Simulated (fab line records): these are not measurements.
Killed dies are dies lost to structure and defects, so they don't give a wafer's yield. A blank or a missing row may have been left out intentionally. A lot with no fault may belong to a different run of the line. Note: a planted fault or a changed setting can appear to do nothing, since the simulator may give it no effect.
Problem report, 8D (eight disciplines) form, completed by code    flow sky130    the parts of the form that need people (team, actions taken, sign-off) are left out

## 1. WHAT IS WRONG
SKY_PAD_OPEN_PROBE_99, killed_at_M0_to_M3: mean 165 over 1 wafer from 1 lot; wafers with no fault: 44, standard deviation 6.2. That is +20 standard deviations from the usual mean.
Earliest sighting: wafer L910.2 on prober-01 at day 51 01:37. The record has a number at this step for 36 wafers belonging to 12 lots. Rule for "out", or "out of limits": more than 4 standard deviations from the usual mean. The other wafers with a number count as sound.

## 2. WHAT IT IS, WHAT IT ISN'T
question                     is                                                                                                                                         is not
which readings at this step  killed_at_M0_to_M3, defect-limited-yield, killed-dies, killed-on-rim, sort_bin_5_function, sort_bin_6_memory, sort-n-pass, sort-yield-pct  killed_at_M4_up, killed-at-contacts, killed-at-front-end, killed-at-other, killed-open, killed-short
which lots                   L910                                                                                                                                       L890, L891, L892, L895, L897, L898, L899, L900, L906, L907, L909
which wafers of those lots   L910.2                                                                                                                                     L910.3, L910.5
read on which tools          prober-01                                                                                                                                  prober-02
when                         from day 51 01:37                                                                                                                          up to then (33 sound wafers); but 2 sound wafers of L910 came after

## 3. THE SUSPECTS, EACH WITH WHAT RULES IT OUT
Counting: any tool at a process step up to the reading remains a suspect provided it ran every lot that is out. Sound lots after the first of them don't rule it out here, since some wafers of a struck lot are sound.
- cmp-02 at SKY_VIA2_CMP_24 (polishes, stops on SiO2, t overpolish 20 s, target thk 0 nm): kept. It ran the lot that is out, L910 (day 43 01:57); its last sound lot up to then is L906 (day 42 09:10).
- pvd-sputter-01 at SKY_METAL5_SPUTTER_04 (material TiN, target thk 70 nm, time 58.3 s): kept. It ran the lot that is out, L910 (day 48 16:21); its last sound lot up to then is L906 (day 48 03:32).
- rie-diel-01 at SKY_PASSIVATION_ETCH_11 (etches the open film in CF4/O2, stops on AlCu, target depth 725 nm, time 161.1 s): kept. It ran the lot that is out, L910 (day 50 06:37); its last sound lot up to then is L906 (day 49 18:34).
- prober-01 at SKY_PAD_OPEN_PROBE_99: kept. It ran the lot that is out, L910 (day 51 01:37); its last sound lot up to then is L906 (day 50 14:18). Its own readings are out on those wafers: defect-limited-yield, killed_at_M0_to_M3, killed-dies, killed-on-rim, sort_bin_5_function, sort_bin_6_memory, sort-n-pass, sort-yield-pct.
- In cmp-02 at SKY_VIA2_CMP_24, the wafers that are out were processed in chamber 0 and their sound lot-mates in chambers 2, 3.
Left after counting: cmp-02 at SKY_VIA2_CMP_24, pvd-sputter-01 at SKY_METAL5_SPUTTER_04, rie-diel-01 at SKY_PASSIVATION_ETCH_11, prober-01 at SKY_PAD_OPEN_PROBE_99.

## 4. THE CAUSE (what the simulator had put in)
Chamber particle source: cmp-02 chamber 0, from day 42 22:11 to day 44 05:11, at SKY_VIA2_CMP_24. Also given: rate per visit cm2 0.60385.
This tool is one of the 4 suspects left after counting.

## 5. THE EFFECT CHAIN, in route order
Each row: a reading where the mean over the struck wafers with a number is more than 3 standard deviations away from the usual. Only readings whose record carries a usual standard deviation are examined. hours: median over the lots of the time between each lot's start at the first step of this table that gives one and its start at this step. sigmas: the change, counted in usual standard deviations.
hours  step                   reading               usual   on struck wafers  change  sigmas
0      SKY_PAD_OPEN_PROBE_99  defect-limited-yield  82.1 %  59.1              -23.0   -13
0      SKY_PAD_OPEN_PROBE_99  killed_at_M0_to_M3    44      165               +121    +20
0      SKY_PAD_OPEN_PROBE_99  killed-dies           88      201               +113    +13
0      SKY_PAD_OPEN_PROBE_99  killed-on-rim         17      37                +20     +5.6
0      SKY_PAD_OPEN_PROBE_99  sort_bin_3_pad_short  0.9 %   2.4               +1.5    +3.7
0      SKY_PAD_OPEN_PROBE_99  sort_bin_5_function   10.6 %  26.4              +15.8   +11
0      SKY_PAD_OPEN_PROBE_99  sort_bin_6_memory     6.4 %   12.0              +5.6    +5.1
0      SKY_PAD_OPEN_PROBE_99  sort-n-pass           404     291               -113    -13
0      SKY_PAD_OPEN_PROBE_99  sort-yield-pct        82.1 %  59.1              -23.0   -13
Here are the process steps it includes:
- SKY_PAD_OPEN_PROBE_99

## 6. HOW IT WOULD HAVE BEEN CAUGHT EARLIER
In this record the first reading out of limits was taken at day 51 01:37, 195 hours after the fault began at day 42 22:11.
No tool reading at SKY_VIA2_CMP_24 that has a usual standard deviation in the record was out on any struck wafer, so an alarm limit of 4 standard deviations on those readings would not have fired.
All the lots that are out (1) had begun SKY_VIA2_CMP_24 on cmp-02 by day 51 01:37. None of them would have been spared by holding the tool at that moment.
